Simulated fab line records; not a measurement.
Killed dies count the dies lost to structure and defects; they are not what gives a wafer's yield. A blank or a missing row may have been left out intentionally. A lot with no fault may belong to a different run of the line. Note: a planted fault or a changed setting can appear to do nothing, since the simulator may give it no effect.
A struck lot beside a sound one ; flow sky130 ; 15 steps out of a route of 708
Sound: wafers L400.2, L400.4, L400.6. Struck: wafer L395.5. (L395.3, L395.6 of the same lot were not struck and are left out.) The cause comes at the end.
For every step that has rows: the tool of each side, followed by ch and its chambers, followed by its first start. Under that, the readings that differ: sound wafers ; struck wafers ; difference of the means ; sigmas: that difference in standard deviations of wafers without a fault.
alike: readings whose means differ by less than 2 such deviations, and words and numbers that are the same on both sides. not compared: withheld readings, readings that some wafer has no value for, bounds like >300 that may hide the same value, and numbers for which the record gives no deviation and whose values overlap.
A row with sigmas, a row that says differs or no value, or rows on one side alone: a step with any of these is where the two part. When numbers do not overlap yet have no deviation, they are printed without sigmas and do not part them. Lack of a reading on every wafer of one side parts them only where that side has two or more wafers.

first, 1 step without rows for these wafers: SKY_CONTACT_ETCH_17 (etches SiO2 in C4F8/O2/Ar, stops on Si3N4, target depth 340 nm).
SKY_CONTACT_ETCH_18: etches Si3N4 in CHF3/O2, stops on TiN, time 39 s, target depth 75 nm.
  sound: rie diel-03 ch 0,2,3; struck: rie diel-01 ch 1
reading;sound;struck;difference;sigmas
oes product au (a.u.);0.844 0.855 0.853;0.868;+0.017;+2
  alike: drypump motor current A, throttle valve pct
  not compared: rf hours counter h
SKY_CONTACT_STRIP_19: strips in O2/N2.
  sound on plasma asher-03 ch 0,1, day 37 22:34; struck on plasma asher-04 ch 0, day 36 10:44
  alike: drypump motor current A, oes product au, strip time to endpoint s
  not compared: rf hours counter h
then, 3 steps without rows for these wafers: SKY_CONTACT_STRIP_20 (strips in post etch residue remover, time 1200 s); SKY_CONTACT_CLEAN_21 (cleans in IPA, time 180 s); SKY_CONTACT_CLEAN_22 (cleans in O3/DIW).
SKY_CONTACT_SPUTTER_23: material TiN, target thk 20 nm, time 80 s.
  sound: pvd sputter-03 at day 37 23:14; struck: pvd sputter-03 at day 36 11:18
  alike: cathode dc power W, throttle valve pct
SKY_CONTACT_CVD_24: deposits W, target thk 340 nm, time 102.12 s.
  sound on cvd w-01 ch 0,1, day 37 23:18; struck on cvd w-02 ch 0, day 36 11:23
  alike: heater power w
SKY_CONTACT_RS_MEAS_25: measures by four-point-probe.
  sound: film metro-02 at day 37 23:26; struck: film metro-01 at day 36 11:31
  alike: CONTACT_W_RS
SKY_CONTACT_THK_MEAS_26: measures by xrf.
  sound: film metro-02 at day 37 23:32; struck: film metro-01 at day 36 11:37
  alike: CONTACT_W_THK
then, 1 step without rows for these wafers: SKY_CONTACT_CMP_27 (polishes, stops on SiO2, t overpolish 15 s, target thk 0 nm).
SKY_METAL1_SPUTTER_00: material Ti, target thk 15 nm, time 10 s.
  sound: pvd sputter-04 at day 37 23:58; struck: pvd sputter-01 at day 36 11:57
reading;sound;struck;difference;sigmas
cathode dc power W (W);2999.5 2999.9 2999.5;3000.8;+1.2;+2
  alike: throttle valve pct
SKY_METAL1_SPUTTER_01: material TiN, target thk 20 nm, time 16.4 s.
  sound: pvd sputter-04 at day 37 23:59; struck: pvd sputter-01 at day 36 11:58
reading;sound;struck;difference;sigmas
cathode dc power W (W);6500.5 6501.6 6499.4;8685.8;+2185.3;+99 or more
model.TiN_of_METAL1_SPUTTER_01.thk nm (nm);19.69 19.59 19.4;26.3;+6.7;
  alike: throttle valve pct
then, 1 step without rows for these wafers: SKY_METAL1_SPUTTER_02 (material AlCu, target thk 250 nm, time 13.3 s).
-- the record jumps here: 13 days lie between the struck wafers' starts before and after (it left off in module METAL1 and takes up again in module PAD_OPEN, whose first step shown is number 708 of the route) --
SKY_PAD_OPEN_PROBE_99:
  sound: prober-01 at day 50 10:04; struck: prober-02 at day 49 08:47
  alike: defect limited yield, killed_at_M0_to_M3, killed_at_M4_up, killed at contacts, killed at front end, killed at other, killed dies, killed open, killed short, sort_bin_3_pad_short, sort_bin_5_function, sort_bin_6_memory, sort n pass, sort yield pct

## WHERE THEY PART
Earliest at SKY_CONTACT_ETCH_18; latest, in this record, at SKY_METAL1_SPUTTER_01. Later steps at which nothing parts them and some readings are alike: SKY_PAD_OPEN_PROBE_99.

WHY: the cause the simulator had injected
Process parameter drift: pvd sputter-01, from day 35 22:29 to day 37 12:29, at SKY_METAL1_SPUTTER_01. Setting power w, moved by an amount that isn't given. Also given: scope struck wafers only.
